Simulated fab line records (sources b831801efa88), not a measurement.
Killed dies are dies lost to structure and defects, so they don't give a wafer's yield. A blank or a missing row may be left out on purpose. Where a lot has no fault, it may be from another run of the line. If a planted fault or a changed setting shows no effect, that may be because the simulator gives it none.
A lot that was struck, set against a sound lot | flow sky130 | 45 steps out of a route of 708
Sound: wafers L459.3, L459.4, L459.5. Wafers struck: L467.1, L467.4, L467.6. Last of all comes the cause.
Each step with rows lists, per side, the tool, then ch with its chambers, then its first start. Under that, the readings that differ: sound wafers | struck wafers | difference of the means | sigmas: that difference in standard deviations of wafers without a fault.
alike: words and numbers the same on both sides, and readings whose means are apart by under 2 such deviations; not compared: readings that were withheld, readings missing a value for some wafer, numbers with overlapping values and no deviation given by the record, and bounds like >300 which may hide the same value.
Wherever a step has rows on one side only, a row that says differs or no value, or a row with sigmas, the two part there. Non-overlapping numbers with no deviation appear without sigmas and do not part them. Lack of a reading on every wafer of one side parts them only where that side has two or more wafers.

first, 1 step without rows for these wafers: SKY_FIELD_ISO_CVD_24 (deposits SiO2, target thk 595 nm, time 99.2 s).
SKY_FIELD_ISO_THK_MEAS_25:
  sound on film-metro-03 at day 3 23:19; struck on film-metro-01 at day 5 11:46
  alike: FIELD_ISO_CVD_24_THK
then, 1 step without rows for these wafers: SKY_FIELD_ISO_ANNEAL_26 (time 1800 s).
SKY_FIELD_ISO_CMP_27: polishes, stops on Si3N4, t overpolish 16 s, target thk 457.8 nm.
  sound on cmp-02 ch 0,2, day 4 03:38; struck on cmp-02 ch 0,2, day 5 14:35
  alike: motor-current-A, overpolish-run-s, slurry-filter-dp-kPa, time-to-endpoint-s
then, 5 steps without rows for these wafers: SKY_FIELD_ISO_WET_ETCH_28 (etches SiO2 in dHF, target depth 23.7 nm, time 47 s); SKY_FIELD_ISO_WET_ETCH_29 (etches Si3N4 in H3PO4, target depth 160 nm, time 1825 s); SKY_FIELD_ISO_WET_ETCH_30 (etches SiO2 in dHF, target depth 25 nm, time 50 s); SKY_NWELL_CLEAN_00 (cleans in SC1/SC2, time 150 s); SKY_NWELL_OXIDATION_01 (stabilise 600 s, purge 300 s, target thk 10 nm).
SKY_NWELL_THK_MEAS_02:
  sound on film-metro-02 at day 4 06:31; struck on film-metro-03 at day 5 17:22
  alike: NWELL_OXIDATION_THK
then, 2 steps without rows for these wafers: SKY_DNWELL_DEHYDRATE_00 (time 60 s); SKY_DNWELL_HMDS_01 (prime time 60 s).
SKY_DNWELL_COAT_02: resist thk 3000 nm.
  sound on litho-track-01 ch 0, day 4 13:59; struck on litho-track-01, day 6 02:08
  no value came back on the struck wafers for chill-plate-temp-C (C), dispense-pressure-kPa (kPa); on the sound wafers chill-plate-temp-C (C) reads 22.95 23.02 23.06
then, 5 steps without rows for these wafers: SKY_DNWELL_SOFTBAKE_03; SKY_DNWELL_EXPOSE_04 (exposes mask DNM, target cd 3000 nm); SKY_DNWELL_PEB_05; SKY_DNWELL_DEVELOP_06 (develop time 60 s); SKY_DNWELL_IMPLANT_07.
SKY_DNWELL_STRIP_08: strips in O2/N2.
  sound on plasma-asher-01 ch 0,1, day 4 23:29; struck on plasma-asher-02 ch 1, day 6 11:44
  no value came back on the struck wafers for oes-product-au (a.u.), strip-time-to-endpoint-s (s); on the sound wafers oes-product-au (a.u.) reads 0.722 0.723 0.722
  alike: drypump-motor-current-A
  not compared: rf-hours-counter-h
SKY_DNWELL_TW_MEAS_09:
  sound on film-metro-04 at day 4 23:34; struck on film-metro-04 at day 6 11:50
  alike: DNWELL_TW
then, 7 steps without rows for these wafers: SKY_PWDE_DEHYDRATE_00 (time 60 s); SKY_PWDE_HMDS_01 (prime time 60 s); SKY_PWDE_COAT_02 (resist thk 3000 nm); SKY_PWDE_SOFTBAKE_03; SKY_PWDE_EXPOSE_04 (exposes mask PWDEM, target cd 840 nm); SKY_PWDE_PEB_05; SKY_PWDE_DEVELOP_06 (develop time 60 s).
SKY_PWDE_OVL_MEAS_07:
  sound on overlay-02 at day 5 17:18; struck on overlay-02 at day 7 05:38
  alike: PWDE_OVL
after that, 1 step had no rows for these wafers: SKY_PWDE_IMPLANT_08.
SKY_PWDE_STRIP_09: strips in O2/N2.
  sound on plasma-asher-03 ch 0,1, day 5 17:31; struck on plasma-asher-04 ch 0,1, day 7 05:50
  alike: drypump-motor-current-A, oes-product-au, strip-time-to-endpoint-s
  not compared: rf-hours-counter-h
SKY_PWDE_TW_MEAS_10:
  sound on film-metro-02 at day 5 17:36; struck on film-metro-02 at day 7 05:56
  reading | sound             | struck               | difference | sigmas
  PWDE_TW | 376.3 374.9 374.2 | 1118.0 1120.6 1116.8 | +743.3     | +99 or more
then, 7 steps without rows for these wafers: SKY_NWELL_DEHYDRATE_03 (time 60 s); SKY_NWELL_HMDS_04 (prime time 60 s); SKY_NWELL_COAT_05 (resist thk 3000 nm); SKY_NWELL_SOFTBAKE_06; SKY_NWELL_EXPOSE_07 (exposes mask NWM, target cd 840 nm); SKY_NWELL_PEB_08; SKY_NWELL_DEVELOP_09 (develop time 60 s).
SKY_NWELL_OVL_MEAS_10:
  sound on overlay-02 at day 6 12:32; struck on overlay-02 at day 8 01:23
  alike: NWELL_00_OVL
then, 3 steps without rows for these wafers: SKY_NWELL_IMPLANT_11; SKY_NWELL_IMPLANT_12; SKY_NWELL_IMPLANT_13.
SKY_NWELL_TW_MEAS_15:
  sound on film-metro-04 at day 6 13:08; struck on film-metro-03 at day 8 01:58
  reading  | sound          | struck         | difference | sigmas
  NWELL_TW | 1859 1851 1857 | 1945 1953 1951 | +94        | +6
SKY_NWELL_TW_MEAS_26:
  sound on film-metro-04 at day 7 07:14; struck on film-metro-04 at day 8 22:32
  reading    | sound       | struck         | difference | sigmas
  NWELL_2_TW | 501 505 501 | 1150 1149 1149 | +647       | +99 or more
-- the record jumps here: 40 days lie between the struck wafers' starts before and after (it left off in module NWELL and takes up again in module PAD_OPEN, whose first step shown is number 708 of the route) --
SKY_PAD_OPEN_PROBE_99:
  sound on prober-02 at day 47 19:35; struck on prober-01 at day 49 07:00
  reading             | sound    | struck      | difference | sigmas
  killed-at-front-end | 11 20 7  | 422 425 408 | +406       | +83
  killed-dies         | 90 96 70 | 492 492 492 | +407       | +41
  killed-on-rim       | 18 24 21 | 96 96 96    | +75        | +20
  alike: killed_at_M0_to_M3, killed_at_M4_up, killed-at-contacts, killed-at-other, killed-open, killed-short

WHERE THEY PART
First at SKY_DNWELL_COAT_02; last, within this record, at SKY_PAD_OPEN_PROBE_99.

WHY: the cause the simulator had injected
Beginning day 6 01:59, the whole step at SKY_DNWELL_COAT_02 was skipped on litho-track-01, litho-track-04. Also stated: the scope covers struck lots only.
